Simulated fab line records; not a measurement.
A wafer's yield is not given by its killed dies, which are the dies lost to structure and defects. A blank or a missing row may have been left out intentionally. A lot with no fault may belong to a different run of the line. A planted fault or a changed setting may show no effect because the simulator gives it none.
A struck lot beside a sound one ; flow sky130 ; 12 steps out of a route of 708
Sound: the wafers L615.1, L615.4, L615.6. Wafers struck: L616.1, L616.3, L616.5. Last of all comes the cause.
Each step with rows lists, per side, the tool, then ch with its chambers, then its first start. Under that, the readings that differ: sound wafers ; struck wafers ; difference of the means ; sigmas: that difference in standard deviations of wafers without a fault.
alike: same words and numbers on both sides, and readings whose means sit less than 2 such deviations apart. not compared: any withheld reading, any reading some wafer has no value for, any bound like >300 that may hide the same value, and any number with overlapping values for which the record gives no deviation.
Wherever a step has rows on one side only, a row that says differs or no value, or a row with sigmas, the two part there. When numbers do not overlap yet have no deviation, they are printed without sigmas and do not part them. A reading that every wafer of one side lacks parts them only if that side has two wafers or more.

SKY_SD_N_OVL_MEAS_08:
  sound: overlay-02 at day 28 21:41; struck: overlay-02 at day 29 10:18
reading;sound;struck;difference;sigmas
SD_N_OVL (nm);-2.9 -2.8 -1.9;0.1 0.8 0.1;+2.9;+2
then, 2 steps without rows for these wafers: SKY_SD_N_IMPLANT_09; SKY_SD_N_IMPLANT_10.
SKY_SD_N_STRIP_11: strips in O2/N2.
  sound on plasma-asher-04 ch 0,1, day 28 22:01; struck on plasma-asher-04 ch 0,1, day 29 10:38
  alike: drypump-motor-current-A, o2-flow-sccm, oes-product-au, strip-time-to-endpoint-s
  not compared: rf-hours-counter-h
SKY_SD_N_TW_MEAS_12:
  sound: film-metro-01 at day 28 22:07; struck: film-metro-02 at day 29 10:44
  alike: SD_N_TW
then, 1 step without rows for these wafers: SKY_SD_N_CLEAN_13 (cleans in SC1/SC2, time 150 s).
SKY_SD_N_RTA_14: time 2 s.
  sound on rtp-anneal-01 ch 0, day 28 22:13; struck on rtp-anneal-02 ch 0, day 29 10:50
  alike: lamp-power-pct, wafer_temp_C_max
SKY_SD_N_RS_MEAS_16: measures by four-point-probe.
  sound: film-metro-02 at day 28 22:24; struck: film-metro-02 at day 29 11:01
  alike: SD_N_RS
SKY_SD_N_RS_MEAS_17: measures by four-point-probe.
  sound: film-metro-02 at day 28 22:31; struck: film-metro-02 at day 29 11:08
  alike: SD_P_RS
SKY_SD_N_RS_MEAS_18: measures by four-point-probe.
  sound: film-metro-02 at day 28 22:38; struck: film-metro-02 at day 29 11:16
  alike: RES_XHIGH_RS
then, 1 step without rows for these wafers: SKY_SALICIDE_CLEAN_00 (cleans in HF-last, time 30 s).
SKY_LI_CONTACT_HDPCVD_00: deposits PSG, target thk 930 nm, time 155 s.
  sound on hdpcvd-02 ch 1,2, day 28 22:46; struck on hdpcvd-02 ch 0,1, day 29 11:23
  no value came back on the struck wafers for pressure-mtorr (mTorr), run-length-s (s); on the sound wafers pressure-mtorr (mTorr) reads 6.003 6.012 6.001

WHERE THEY PART
Earliest at SKY_SD_N_OVL_MEAS_08; latest, in this record, at SKY_LI_CONTACT_HDPCVD_00.

WHY: what the simulator had put in
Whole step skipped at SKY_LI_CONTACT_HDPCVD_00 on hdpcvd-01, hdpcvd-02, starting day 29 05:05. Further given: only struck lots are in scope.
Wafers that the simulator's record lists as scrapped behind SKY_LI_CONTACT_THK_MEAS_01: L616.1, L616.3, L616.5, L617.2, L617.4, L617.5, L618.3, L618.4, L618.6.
